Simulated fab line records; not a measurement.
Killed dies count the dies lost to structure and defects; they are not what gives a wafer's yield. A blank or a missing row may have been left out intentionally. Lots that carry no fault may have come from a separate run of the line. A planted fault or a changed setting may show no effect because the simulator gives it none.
Which tool is to blame? | flow sky130 | 36 wafers from 12 lots sampled at 4 of the route's 708 steps

## WHAT EACH GAUGE READ, for each wafer
SKY_LDD_P_TW_MEAS_11.
lot  | measured     | on            | LDD_P_TW
L684 | day 19 17:21 | film metro-02 | 642 645 638
L685 | day 20 01:41 | film metro-01 | 646 643 644
L686 | day 20 16:48 | film metro-02 | 639 632 639
L687 | day 21 01:28 | film metro-01 | 652 653 654
L688 | day 21 06:44 | film metro-04 | 642 641 648
L689 | day 21 21:32 | film metro-02 | 633 633 637
L690 | day 22 05:32 | film metro-02 | 638 635 637
L697 | day 24 13:51 | film metro-01 | 402 405 403
L698 | day 24 22:22 | film metro-01 | 404 406 406
L702 | day 26 12:46 | film metro-01 | 653 648 650
L704 | day 27 11:32 | film metro-02 | 636 638 638
L705 | day 28 05:22 | film metro-01 | 648 653 649

SKY_CONTACT_THK_MEAS_26: measures by xrf.
lot  | measured     | on            | CONTACT_W_THK (nm)
L684 | day 32 09:11 | film metro-02 | 332 329 331
L685 | day 32 12:13 | film metro-04 | 332 333 336
L686 | day 33 00:47 | film metro-04 | 342 345 338
L687 | day 33 08:17 | film metro-03 | 336 339 334
L688 | day 33 14:52 | film metro-02 | 335 334 335
L689 | day 34 00:56 | film metro-02 | 341 329 329
L690 | day 34 09:34 | film metro-02 | 335 332 341
L697 | day 36 08:43 | film metro-02 | 336 340 336
L698 | day 36 18:20 | film metro-03 | 332 329 326
L702 | day 38 07:00 | film metro-04 | 346 342 349
L704 | day 38 23:10 | film metro-04 | 339 341 339
L705 | day 39 14:58 | film metro-03 | 334 332 334

## TOOL THAT RAN EACH LOT (tool first, then ch and the chambers of the sampled wafers, then the start)
lot  | SKY_LDD_P_IMPLANT_09            | SKY_LI_CONTACT_ETCH_14
L684 | implanter-03 ch 0, day 19 17:07 | rie diel-04 ch 0,3, day 29 20:59
L685 | implanter-03 ch 0, day 20 01:26 | rie diel-01 ch 0,1,2, day 30 00:42
L686 | implanter-03 ch 0, day 20 16:35 | rie diel-01 ch 1,2,3, day 30 13:56
L687 | implanter-03 ch 0, day 21 01:16 | rie diel-04 ch 0,1,2, day 30 21:26
L688 | implanter-02 ch 0, day 21 06:29 | rie diel-01 ch 1,2,3, day 31 03:18
L689 | implanter-01 ch 0, day 21 21:17 | rie diel-04 ch 0,1,3, day 31 14:59
L690 | implanter-01 ch 0, day 22 05:19 | rie diel-02 ch 0,3, day 32 00:05
L697 | implanter-03 ch 0, day 24 13:36 | rie diel-02 ch 0,2,3, day 34 00:59
L698 | implanter-03 ch 0, day 24 22:07 | rie diel-04 ch 1,2,3, day 34 11:23
L702 | implanter-02 ch 0, day 26 12:32 | rie diel-04 ch 2,3, day 35 23:54
L704 | implanter-01 ch 0, day 27 11:17 | rie diel-04 ch 1,3, day 36 16:09
L705 | implanter-01 ch 0, day 28 05:08 | rie diel-01 ch 1,2,3, day 37 07:57
- SKY_LDD_P_IMPLANT_09
- SKY_LI_CONTACT_ETCH_14: etches BARC in N2/H2, stops on SiO2, time 45.9 s, target depth 60 nm.

## WHAT THE TOOLS THEMSELVES READ (means of the sampled wafers that have a number; where no wafer has one, the mark that the record gives instead)
SKY_LDD_P_IMPLANT_09.
lot  | tool         | beam energy keV | dose ions cm2 | faraday current uA
L684 | implanter-03 | 25.005          | 9.9973e+12    | 55.9
L685 | implanter-03 | 24.997          | 1.0009e+13    | 55.2
L686 | implanter-03 | 25.000          | 9.9940e+12    | 57.1
L687 | implanter-03 | 25.003          | 1.0000e+13    | 56.8
L688 | implanter-02 | 24.999          | 9.9993e+12    | 56.5
L689 | implanter-01 | 24.999          | 1.0008e+13    | 55.9
L690 | implanter-01 | 25.004          | 1.0004e+13    | 56.9
L697 | implanter-03 | 24.999          | 2.2357e+12    | 12.7
L698 | implanter-03 | 25.001          | 2.2377e+12    | 12.5
L702 | implanter-02 | 25.003          | 9.9897e+12    | 55.5
L704 | implanter-01 | 24.988          | 1.0004e+13    | 56.7
L705 | implanter-01 | 25.009          | 1.0006e+13    | 55.1

SKY_LI_CONTACT_ETCH_14.
lot  | tool        | drypump motor current A (A) | oes product au (a.u.) | throttle valve pct (%)
L684 | rie diel-04 | 5.8                         | 0.848                 | 13.224
L685 | rie diel-01 | 5.6                         | 0.853                 | 13.221
L686 | rie diel-01 | 5.4                         | 0.854                 | 13.222
L687 | rie diel-04 | 6.1                         | 0.859                 | 13.228
L688 | rie diel-01 | 5.4                         | 0.857                 | 13.228
L689 | rie diel-04 | 5.9                         | 0.851                 | 13.221
L690 | rie diel-02 | 4.8                         | 0.851                 | 13.235
L697 | rie diel-02 | 5.0                         | 0.853                 | 13.224
L698 | rie diel-04 | 6.2                         | 0.855                 | 13.214
L702 | rie diel-04 | 6.1                         | 0.852                 | 13.223
L704 | rie diel-04 | 6.0                         | 0.848                 | 13.226
L705 | rie diel-01 | 5.4                         | 0.850                 | 13.220

## THE ANSWER, worked out from the rows above alone
Rule: what is usual is taken from the lots themselves. Put in order of their means at a reading, lots are off if they are a third of the lots or fewer, leave a main group of 4 or more, and stand apart from it by a gap of 3 or more times the standard deviation of the main group's means; of several such gaps the widest counts. If all means in a main group match to the digits the tables above print for the reading, that group is not used. A lot without any number at a reading at which 4 lots or more have one is off too. All remaining lots with rows at the step are treated as sound. After the gauges, taken in route order, come the tools' own readings; for these a lot's mean is taken, as printed above. The first step at which some lot is off is used, and at that step the reading that is off furthest; a lot without a number counts as furthest.
Off: at SKY_LDD_P_TW_MEAS_11 (LDD_P_TW), L697, L698. The main group: mean 643, standard deviation 6.3.
If a tool, at a process step before that reading, ran all the lots that are off and no sound lot after the first of them, it fits. The gauges at SKY_LDD_P_TW_MEAS_11 aren't tried: what is off there is off at SKY_LDD_P_IMPLANT_09 too, on other tools, and a gauge's error can't cause that. One candidate fits, namely implanter-03 at SKY_LDD_P_IMPLANT_09. A fault onset in the window from L687 (day 21 01:16, its last sound lot) to L697 (day 24 13:36, its first lot off) fits.
The tool's own readings at SKY_LDD_P_IMPLANT_09 bear it out: on the lots that are off they differ by more than 5 times the standard deviation of the sound lots' means. dose ions cm2 reads 2.2367e+12 there against 1.0001e+13 on the sound lots; faraday current uA reads 12.6 there against 56.2 on the sound lots.

## WHAT HAD BEEN PUT IN BY THE SIMULATOR
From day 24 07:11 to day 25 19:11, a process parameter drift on implanter-03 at SKY_LDD_P_IMPLANT_09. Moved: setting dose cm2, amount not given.
Shown lots that were struck: L697, L698. The rule above found the same.
